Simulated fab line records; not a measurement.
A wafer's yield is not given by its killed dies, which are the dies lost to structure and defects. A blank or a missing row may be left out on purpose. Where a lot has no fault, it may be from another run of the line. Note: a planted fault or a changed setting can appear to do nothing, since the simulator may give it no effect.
Split-lot trial :: flow sky130 :: 5 lots, 27 wafers read, on a route of 708 steps

THE SPLIT
At SKY_METAL5_METAL_ETCH_15 (etches the open film in Cl2/BCl3, stops on SiO2, target depth 1260 nm, time 252 s), the setting target-depth-a was moved away from the recipe's 12600 angstrom on 12 of the 27 wafers read, by +31.8% to +58.7%. For the rest of the wafers, this setting stayed at what the recipe calls for.

No step appears in the file between the split and the reading.

THE READING
oes-product-au, in a.u., at SKY_METAL5_STRIP_16 (strips in O2/N2). A value of 0.711 a.u. with a standard deviation of 0.0046 a.u. is what fault-free wafers of this fab line usually give.

wafer: L078.2
tool, chamber at the split: rie-metal-03, 0
target-depth-a as run, angstrom: 12600
against the recipe: recipe
oes-product-au, a.u.: 0.714
against lot-mates on the recipe: -

wafer: L078.3
tool, chamber at the split: rie-metal-03, 0
target-depth-a as run, angstrom: 12600
against the recipe: recipe
oes-product-au, a.u.: 0.711
against lot-mates on the recipe: -

wafer: L078.4
tool, chamber at the split: rie-metal-03, 1
target-depth-a as run, angstrom: 12600
against the recipe: recipe
oes-product-au, a.u.: 0.713
against lot-mates on the recipe: -

wafer: L076.1
tool, chamber at the split: rie-metal-04, 1
target-depth-a as run, angstrom: 12600
against the recipe: recipe
oes-product-au, a.u.: 0.713
against lot-mates on the recipe: -

wafer: L076.2
tool, chamber at the split: rie-metal-04, 1
target-depth-a as run, angstrom: 12600
against the recipe: recipe
oes-product-au, a.u.: 0.712
against lot-mates on the recipe: -

wafer: L076.3
tool, chamber at the split: rie-metal-04, 1
target-depth-a as run, angstrom: 18520
against the recipe: +47.0%
oes-product-au, a.u.: 0.592
against lot-mates on the recipe: -0.119

wafer: L076.4
tool, chamber at the split: rie-metal-04, 1
target-depth-a as run, angstrom: 18520
against the recipe: +47.0%
oes-product-au, a.u.: 0.585
against lot-mates on the recipe: -0.126

wafer: L076.5
tool, chamber at the split: rie-metal-04, 1
target-depth-a as run, angstrom: 12600
against the recipe: recipe
oes-product-au, a.u.: 0.709
against lot-mates on the recipe: -

wafer: L076.6
tool, chamber at the split: rie-metal-04, 1
target-depth-a as run, angstrom: 18520
against the recipe: +47.0%
oes-product-au, a.u.: 0.597
against lot-mates on the recipe: -0.114

wafer: L080.1
tool, chamber at the split: rie-metal-04, 0
target-depth-a as run, angstrom: 12600
against the recipe: recipe
oes-product-au, a.u.: 0.709
against lot-mates on the recipe: -

wafer: L080.2
tool, chamber at the split: rie-metal-04, 1
target-depth-a as run, angstrom: 12600
against the recipe: recipe
oes-product-au, a.u.: 0.710
against lot-mates on the recipe: -

wafer: L080.3
tool, chamber at the split: rie-metal-04, 0
target-depth-a as run, angstrom: 20000
against the recipe: +58.7%
oes-product-au, a.u.: 0.568
against lot-mates on the recipe: -0.141

wafer: L080.4
tool, chamber at the split: rie-metal-04, 1
target-depth-a as run, angstrom: 20000
against the recipe: +58.7%
oes-product-au, a.u.: 0.537
against lot-mates on the recipe: -0.172

wafer: L080.5
tool, chamber at the split: rie-metal-04, 1
target-depth-a as run, angstrom: 12600
against the recipe: recipe
oes-product-au, a.u.: 0.709
against lot-mates on the recipe: -

wafer: L080.6
tool, chamber at the split: rie-metal-04, 0
target-depth-a as run, angstrom: 20000
against the recipe: +58.7%
oes-product-au, a.u.: 0.561
against lot-mates on the recipe: -0.148

wafer: L082.1
tool, chamber at the split: rie-metal-01, 0
target-depth-a as run, angstrom: 19580
against the recipe: +55.4%
oes-product-au, a.u.: 0.556
against lot-mates on the recipe: -0.151

wafer: L082.2
tool, chamber at the split: rie-metal-01, 1
target-depth-a as run, angstrom: 19580
against the recipe: +55.4%
oes-product-au, a.u.: 0.538
against lot-mates on the recipe: -0.169

wafer: L082.3
tool, chamber at the split: rie-metal-01, 0
target-depth-a as run, angstrom: 12600
against the recipe: recipe
oes-product-au, a.u.: 0.705
against lot-mates on the recipe: -

wafer: L082.4
tool, chamber at the split: rie-metal-01, 1
target-depth-a as run, angstrom: 12600
against the recipe: recipe
oes-product-au, a.u.: 0.709
against lot-mates on the recipe: -

wafer: L082.5
tool, chamber at the split: rie-metal-01, 1
target-depth-a as run, angstrom: 19580
against the recipe: +55.4%
oes-product-au, a.u.: 0.544
against lot-mates on the recipe: -0.163

wafer: L082.6
tool, chamber at the split: rie-metal-01, 0
target-depth-a as run, angstrom: 12600
against the recipe: recipe
oes-product-au, a.u.: 0.708
against lot-mates on the recipe: -

wafer: L085.1
tool, chamber at the split: rie-metal-01, 0
target-depth-a as run, angstrom: 16610
against the recipe: +31.8%
oes-product-au, a.u.: 0.649
against lot-mates on the recipe: -0.064

wafer: L085.2
tool, chamber at the split: rie-metal-01, 1
target-depth-a as run, angstrom: 16610
against the recipe: +31.8%
oes-product-au, a.u.: 0.650
against lot-mates on the recipe: -0.063

wafer: L085.3
tool, chamber at the split: rie-metal-01, 0
target-depth-a as run, angstrom: 16610
against the recipe: +31.8%
oes-product-au, a.u.: 0.649
against lot-mates on the recipe: -0.064

wafer: L085.4
tool, chamber at the split: rie-metal-01, 1
target-depth-a as run, angstrom: 12600
against the recipe: recipe
oes-product-au, a.u.: 0.711
against lot-mates on the recipe: -

wafer: L085.5
tool, chamber at the split: rie-metal-01, 0
target-depth-a as run, angstrom: 12600
against the recipe: recipe
oes-product-au, a.u.: 0.710
against lot-mates on the recipe: -

wafer: L085.6
tool, chamber at the split: rie-metal-01, 1
target-depth-a as run, angstrom: 12600
against the recipe: recipe
oes-product-au, a.u.: 0.719
against lot-mates on the recipe: -

THE FIT
A straight line over all 27 wafers: oes-product-au changes by -0.00269 a.u. for each +1% of target-depth-a; r = -0.99; the points scatter about the line by 0.012 a.u.
The same after taking each lot's own level away (the mean of its wafers on the recipe; 27 wafers): -0.00267 a.u. for each +1%; r = -0.99; scatter 0.01 a.u.
The reading moves by 0.16 a.u. for the largest change in target-depth-a, on that fit.
From 0.7073 to 0.7133 a.u.: that is the span of the lots' own levels, equal to 1.3 times the standard deviation above.
Consequently the slope shifts little with the lot-to-lot level, the two slopes agreeing.
Check: for one of the wafers moved furthest among these (+58.7%), held out of the fit, the line's prediction against its lot-mates is -0.157 a.u. It came out at -0.141 a.u. against them.
Tool readings at the split's step, against how far the setting was moved: oes-product-au r = -0.99.

OTHER SPLITS ON THESE WAFERS
Before the reading, these wafers also passed through other splits. Each is held against what the fit with the lots' levels taken away leaves over:
other split on the same wafers: SKY_METAL1_DEVELOP_14 develop-time-s
wafers away from the commonest value: 9
r with oes-product-au (lot level and that fit taken away): +0.36

other split on the same wafers: SKY_METAL2_SPUTTER_03 time-s
wafers away from the commonest value: 9
r with oes-product-au (lot level and that fit taken away): -0.06

other split on the same wafers: SKY_METAL3_SPUTTER_01 time-s
wafers away from the commonest value: 9
r with oes-product-au (lot level and that fit taken away): +0.15

other split on the same wafers: SKY_METAL4_SPUTTER_02 time-s
wafers away from the commonest value: 12
r with oes-product-au (lot level and that fit taken away): +0.20

other split on the same wafers: SKY_METAL4_ETCH_16 time-s
wafers away from the commonest value: 12
r with oes-product-au (lot level and that fit taken away): +0.21

THE WHOLE CHAIN: every reading that the file lists as answering this split, in the file's order
step: SKY_METAL5_METAL_ETCH_15
what it does: etches the open film in Cl2/BCl3, stops on SiO2, target depth 1260 nm, time 252 s
reading: oes-product-au
change (the file's fit): -0.00342 a.u. for each +1% of the setting
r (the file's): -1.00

step: SKY_METAL5_METAL_ETCH_15
what it does: etches the open film in Cl2/BCl3, stops on SiO2, target depth 1260 nm, time 252 s
reading: NOVOLAK_of_METAL5_COAT_09.thk-nm (the simulator's own value, which no gauge read)
change (the file's fit): -7.58 nm for each +1% of the setting
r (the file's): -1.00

step: SKY_METAL5_METAL_ETCH_15
what it does: etches the open film in Cl2/BCl3, stops on SiO2, target depth 1260 nm, time 252 s
reading: METAL5.cd-nm (the simulator's own value, which no gauge read)
change (the file's fit): -0.857 nm for each +1% of the setting
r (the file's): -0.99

step: SKY_METAL5_METAL_ETCH_15
what it does: etches the open film in Cl2/BCl3, stops on SiO2, target depth 1260 nm, time 252 s
reading: SiO2_of_VIA4_HDPCVD_00.thk-nm (the simulator's own value, which no gauge read)
change (the file's fit): -0.246 nm for each +1% of the setting
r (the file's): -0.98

step: SKY_METAL5_STRIP_16
what it does: strips in O2/N2
reading: oes-product-au
change (the file's fit): -0.00264 a.u. for each +1% of the setting
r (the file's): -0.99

step: SKY_METAL5_STRIP_16
what it does: strips in O2/N2
reading: strip-time-to-endpoint-s
change (the file's fit): withheld for each +1% of the setting
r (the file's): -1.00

FILE'S OWN FIT
oes-product-au changes by -0.00264 a.u. for each +1% of target-depth-a, r = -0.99.
